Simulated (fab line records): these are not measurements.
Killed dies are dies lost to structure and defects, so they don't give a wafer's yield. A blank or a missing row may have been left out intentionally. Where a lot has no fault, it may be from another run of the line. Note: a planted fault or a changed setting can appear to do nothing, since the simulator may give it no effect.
A struck lot beside a sound one :: flow gf180mcu :: 35 steps out of a route of 602
Sound: these wafers, L340.1, L340.4, L340.6. Struck: wafer L349.6 (left out: L349.1, L349.5 of the same lot, which were not struck); the cause appears at the end.
Order at every step that has rows: each side's tool, ch and its chambers, its first start. Under that, the readings that differ: sound wafers :: struck wafers :: difference of the means :: sigmas: that difference in standard deviations of wafers without a fault.
alike: words and numbers the same on both sides, and readings whose means are apart by under 2 such deviations; not compared: readings that were withheld, readings missing a value for some wafer, numbers with overlapping values and no deviation given by the record, and bounds like >300 which may hide the same value.
The two part at a step that has a row with sigmas, a row that says differs or no value, or rows on one side only. Non-overlapping numbers with no deviation appear without sigmas and do not part them. Lack of a reading on every wafer of one side parts them only where that side has two or more wafers.

first, 2 steps without rows for these wafers: GF_M3_PEB_12 (peb time 90 s); GF_M3_DEVELOP_13 (develop time 60 s).
GF_M3_CD_MEAS_14 targets a cd of 280 nm.
  struck on cdSem-01, day 24 19:54; sound on cdSem-02, day 21 16:39
  alike: cdNm
GF_M3_OVL_MEAS_15:
  struck on overlay-02, day 24 20:01; sound on overlay-01, day 21 16:46
  alike: M3_OVL
then, 1 step without rows for these wafers: GF_M3_METAL_ETCH_16 (etches the open film in Cl2/BCl3, stops on SiO2, target depth 627.5 nm, time 104.6 s).
GF_M3_STRIP_17: strips in O2/N2.
  sound on plasmaAsher-02 ch 1, day 21 16:55; struck on plasmaAsher-02 ch 0, day 24 20:10
reading: heaterPowerW (W)
sound: 304 306 301
struck: 384
difference: +80
sigmas: +3
  alike: drypumpMotorCurrentA, oesProductAu, stripTimeToEndpointS
  not compared: rfHoursCounterH
then, 3 steps without rows for these wafers: GF_M3_STRIP_18 (strips in post etch residue remover, time 1200 s); GF_M3_CLEAN_19 (cleans in DIW); GF_V3_CVD_00 (deposits SiO2, target thk 600 nm, time 100 s).
GF_V3_THK_MEAS_01:
  struck on filmMetro-03, day 24 20:47; sound on filmMetro-03, day 21 17:32
  alike: V3_CVD_00_THK
GF_V3_CVD_02: deposits SiO2 from TEOS, target thk 850 nm, time 94.851 s.
  sound on pecvd-01 ch 1,2, day 21 17:35; struck on pecvd-03 ch 2, day 24 20:51
  alike: heaterPowerW
GF_V3_THK_MEAS_03:
  struck on filmMetro-02, day 24 20:55; sound on filmMetro-02, day 21 17:40
  alike: V3_CVD_02_THK
GF_V3_CMP_04: polishes SiO2.
  sound on cmp-02 ch 0,2, day 21 17:43; struck on cmp-02 ch 0, day 24 21:05
reading: timeToEndpointS (s)
sound: 78 76 82
struck: 67
difference: -12
sigmas: -2

reading: model.SiO2_of_V3_CVD_02.thkNm (nm)
sound: 631.4 631.1 630.3
struck: 696.9
difference: +66.0
sigmas: 
  alike: motorCurrentA, slurryFilterDpKPa
GF_V3_BOW_MEAS_05:
  struck on filmMetro-02, day 24 21:34; sound on filmMetro-03, day 21 18:01
  not compared: hold, V3_BOW
then, 7 steps without rows for these wafers: GF_V3_HMDS_07 (prime time 60 s); GF_V3_COAT_08; GF_V3_COAT_09 (resist thk 1000 nm); GF_V3_SOFTBAKE_10 (time 60 s); GF_V3_EXPOSE_11 (exposes mask Via3, target cd 260 nm); GF_V3_PEB_12 (peb time 90 s); GF_V3_DEVELOP_13 (develop time 60 s).
GF_V3_CD_MEAS_14 targets a cd of 260 nm.
  struck on cdSem-02, day 25 18:39; sound on cdSem-02, day 22 16:27
  alike: cdNm
GF_V3_OVL_MEAS_15:
  struck on overlay-02, day 25 18:46; sound on overlay-02, day 22 16:34
  alike: V3_OVL
GF_V3_ETCH_16: etches BARC in N2/H2.
  sound on rieDiel-03 ch 1,2,3, day 22 16:37; struck on rieDiel-04 ch 1, day 25 18:49
  alike: biasW, drypumpMotorCurrentA, oesProductAu, throttleValvePct
GF_V3_ETCH_17: etches SiO2 in C4F8/O2/Ar, stops on TiN, target depth 635 nm.
  sound: rieDiel-03 ch 1,2,3; struck: rieDiel-04 ch 1
reading: oesProductAu (a.u.)
sound: 0.856 0.860 0.855
struck: 0.899
difference: +0.042
sigmas: +10

reading: model.V3.featureDepthNm (nm)
sound: 631.4 631.1 630.3
struck: 696.9
difference: +66.0
sigmas: 

reading: model.etch.depthNm (nm)
sound: 631.4 631.1 630.3
struck: 696.9
difference: +66.0
sigmas: 
  alike: biasW
GF_V3_STRIP_18: strips in O2/N2.
  sound on plasmaAsher-02 ch 1, day 22 16:44; struck on plasmaAsher-03 ch 1, day 25 18:56
reading: heaterPowerW (W)
sound: 300 293 299
struck: 356
difference: +59
sigmas: +2
  alike: drypumpMotorCurrentA, oesProductAu
  not compared: rfHoursCounterH
then, 3 steps without rows for these wafers: GF_V3_STRIP_19 (strips in post etch residue remover, time 1200 s); GF_V3_CLEAN_20 (cleans in DIW); GF_V3_SPUTTER_21 (material Ti, target thk 15 nm, time 80.02 s).
GF_V3_SPUTTER_22: material TiN, target thk 10 nm, time 40 s.
  struck on pvdSputter-02, day 25 19:32; sound on pvdSputter-01, day 22 17:22
  alike: cathodeDcPowerW, throttleValvePct
then, 1 step without rows for these wafers: GF_V3_CVD_23 (deposits W, target thk 350 nm, time 104.9 s).
GF_V3_RS_MEAS_24: measurement is done with a four-point probe.
  struck on filmMetro-02, day 25 19:41; sound on filmMetro-03, day 22 17:31
  alike: V3_W_RS
GF_V3_THK_MEAS_25: measures by xrf.
  struck on filmMetro-02, day 25 19:48; sound on filmMetro-03, day 22 17:38
  alike: V3_W_THK
GF_V3_CMP_26: polishes, stops on SiO2, t overpolish 15 s, target thk 0 nm.
  sound on cmp-01 ch 2,3, day 22 17:42; struck on cmp-02 ch 1, day 25 20:01
reading: slurryFilterDpKPa (kPa)
sound: 13.62 13.28 13.56
struck: 13.75
difference: +0.26
sigmas: +2

reading: model.SiO2_of_V3_CVD_02.thkNm (nm)
sound: 627.6 627.3 626.5
struck: 693.1
difference: +66.0
sigmas: 
  alike: motorCurrentA
then, 1 step without rows for these wafers: GF_M4_SPUTTER_00 (material Ti, target thk 37.5 nm, time 150 s).

WHERE THEY PART
At GF_M3_STRIP_17 first; at GF_V3_CMP_26 last (within this record only).

WHY: the cause the simulator had injected
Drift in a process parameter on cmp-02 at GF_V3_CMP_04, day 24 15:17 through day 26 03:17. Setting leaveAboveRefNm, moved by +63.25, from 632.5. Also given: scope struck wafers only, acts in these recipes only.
